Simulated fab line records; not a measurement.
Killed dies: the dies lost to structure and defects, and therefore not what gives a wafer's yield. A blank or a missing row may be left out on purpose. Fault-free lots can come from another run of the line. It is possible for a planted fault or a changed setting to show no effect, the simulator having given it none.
The tool behind it: which one?    flow sky130    Sampling: 14 lots, 42 wafers, 3 of 708 route steps

== WHAT THE GAUGES READ, wafer by wafer ==
SKY_CONTACT_BOW_MEAS_05.
lot   measured      on             CONTACT_BOW (um)
L299  day 30 21:10  film-metro-04  88 86 91
L300  day 30 23:09  film-metro-02  90 84 87
L301  day 31 12:20  film-metro-02  86 82 76
L302  day 31 16:19  film-metro-04  74 78 80
L304  day 32 10:35  film-metro-03  81 86 70
L305  day 33 03:16  film-metro-03  86 78 84
L306  day 33 08:52  film-metro-03  80 86 73
L307  day 33 10:17  film-metro-02  84 63 71
L309  day 34 05:13  film-metro-03  78 69 90
L311  day 34 16:27  film-metro-03  108 87 85
L313  day 35 08:22  film-metro-03  93 82 82
L319  day 37 04:56  film-metro-02  89 89 83
L320  day 37 14:34  film-metro-04  86 83 81
L322  day 38 03:25  film-metro-02  81 86 79

== WHAT TOOL EACH LOT RAN ON (gives the tool, then ch and the chambers of the sampled wafers, and finally the start) ==
lot   SKY_VT_ADJUST_HVTR_EXPOSE_04         SKY_LDD_HVN_STRIP_09
L299  iline-stepper-02 ch 0, day 9 04:08   plasma-asher-03 ch 1, day 20 15:30
L300  iline-stepper-02 ch 0, day 9 09:35   plasma-asher-01 ch 0,1, day 20 16:03
L301  iline-stepper-01 ch 0, day 9 16:44   plasma-asher-01 ch 0,1, day 21 08:36
L302  iline-stepper-01 ch 0, day 9 23:36   plasma-asher-01 ch 0,1, day 21 12:35
L304  iline-stepper-01 ch 0, day 10 12:40  plasma-asher-03 ch 0,1, day 22 10:50
L305  iline-stepper-01 ch 0, day 10 23:43  plasma-asher-03 ch 0,1, day 22 22:05
L306  iline-stepper-02 ch 0, day 11 07:10  plasma-asher-03 ch 1, day 23 08:03
L307  iline-stepper-01 ch 0, day 11 11:53  plasma-asher-03 ch 0, day 23 11:57
L309  iline-stepper-01 ch 0, day 12 01:52  plasma-asher-01 ch 0,1, day 24 04:26
L311  iline-stepper-02 ch 0, day 12 16:29  plasma-asher-04 ch 0,1, day 24 23:26
L313  iline-stepper-01 ch 0, day 13 06:26  plasma-asher-01 ch 0,1, day 25 13:09
L319  iline-stepper-02, day 15 07:04       plasma-asher-01 ch 0,1, day 27 17:23
L320  iline-stepper-02, day 15 12:20       plasma-asher-03 ch 0,1, day 28 01:09
L322  iline-stepper-01 ch 0, day 16 01:47  plasma-asher-03 ch 0,1, day 28 17:18
- SKY_VT_ADJUST_HVTR_EXPOSE_04: exposes mask HVTRM, target cd 380 nm.
- SKY_LDD_HVN_STRIP_09: strips in O2/N2.

== WHAT THE TOOLS THEMSELVES READ (means of the sampled wafers that have a number; where no wafer has one, the mark that the record gives instead) ==
SKY_VT_ADJUST_HVTR_EXPOSE_04.
lot   tool              exposure-dose-mJ-cm2  focus-offset-nm (nm)
L299  iline-stepper-02  149.93                -0.1
L300  iline-stepper-02  149.88                0.0
L301  iline-stepper-01  150.13                0.4
L302  iline-stepper-01  150.12                -0.0
L304  iline-stepper-01  149.75                0.1
L305  iline-stepper-01  150.09                -0.3
L306  iline-stepper-02  150.00                -0.2
L307  iline-stepper-01  149.80                0.2
L309  iline-stepper-01  150.03                -0.3
L311  iline-stepper-02  150.04                0.1
L313  iline-stepper-01  149.86                0.3
L319  iline-stepper-02  -                     -
L320  iline-stepper-02  -                     -
L322  iline-stepper-01  150.22                0.5

SKY_LDD_HVN_STRIP_09.
lot   tool             chamber-pressure-mTorr (mTorr)  drypump-motor-current-A (A)  oes-product-au (a.u.)  strip-time-to-endpoint-s (s)
L299  plasma-asher-03  1499.7                          5.9                          0.411                  4.115
L300  plasma-asher-01  1499.9                          5.9                          0.411                  4.122
L301  plasma-asher-01  1499.3                          5.7                          0.407                  4.136
L302  plasma-asher-01  1500.0                          6.0                          0.409                  4.121
L304  plasma-asher-03  1500.5                          5.7                          0.407                  4.138
L305  plasma-asher-03  1499.3                          5.7                          0.413                  4.125
L306  plasma-asher-03  1500.3                          6.0                          0.412                  4.121
L307  plasma-asher-03  1499.5                          5.6                          0.410                  4.122
L309  plasma-asher-01  1500.8                          6.0                          0.405                  4.128
L311  plasma-asher-04  1499.3                          6.1                          0.416                  4.127
L313  plasma-asher-01  1499.4                          5.7                          0.406                  4.130
L319  plasma-asher-01  1500.2                          6.0                          0.410                  4.140
L320  plasma-asher-03  1500.5                          5.9                          0.409                  4.138
L322  plasma-asher-03  1499.8                          5.8                          0.409                  4.118

== THE ANSWER, worked out from the rows above alone ==
Rule: the usual values come from the lots themselves. Put in order of their means at a reading, lots are off if they are a third of the lots or fewer, leave a main group of 4 or more, and stand apart from it by a gap of 3 or more times the standard deviation of the main group's means; of several such gaps the widest counts. The tables above print the reading to a certain number of digits; a main group whose means all agree to those digits is not used. A lot without any number at a reading at which 4 lots or more have one is off too. Where the step has rows for the other lots, those lots are counted as sound. Order of review: gauges by route order, followed by the tools' own readings, for which a lot's mean as printed above is used. The first step at which some lot is off is used, and at that step the reading that is off furthest; a lot without a number counts as furthest.
Off at SKY_VT_ADJUST_HVTR_EXPOSE_04 (exposure-dose-mJ-cm2): L319, L320. Without a number there: L319, L320. The main group: mean 149.99, standard deviation 0.14.
If a tool, at that step or one of the process steps before it, ran each lot that is off and ran no sound lot following the first of them, it fits. One candidate fits, namely iline-stepper-02 at SKY_VT_ADJUST_HVTR_EXPOSE_04. Its last sound lot is L311 (day 12 16:29), its first lot that is off L319 (day 15 07:04): a fault that began between those two fits.
Blank at SKY_VT_ADJUST_HVTR_EXPOSE_04 on the lots that are off, where sound lots have numbers: exposure-dose-mJ-cm2, focus-offset-nm.

== WHAT THE SIMULATOR HAD PUT IN ==
Whole step skipped at SKY_VT_ADJUST_HVTR_EXPOSE_04 on iline-stepper-02, starting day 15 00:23. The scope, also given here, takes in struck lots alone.
Struck lots among those shown: L319, L320. The same result came from the rule above.
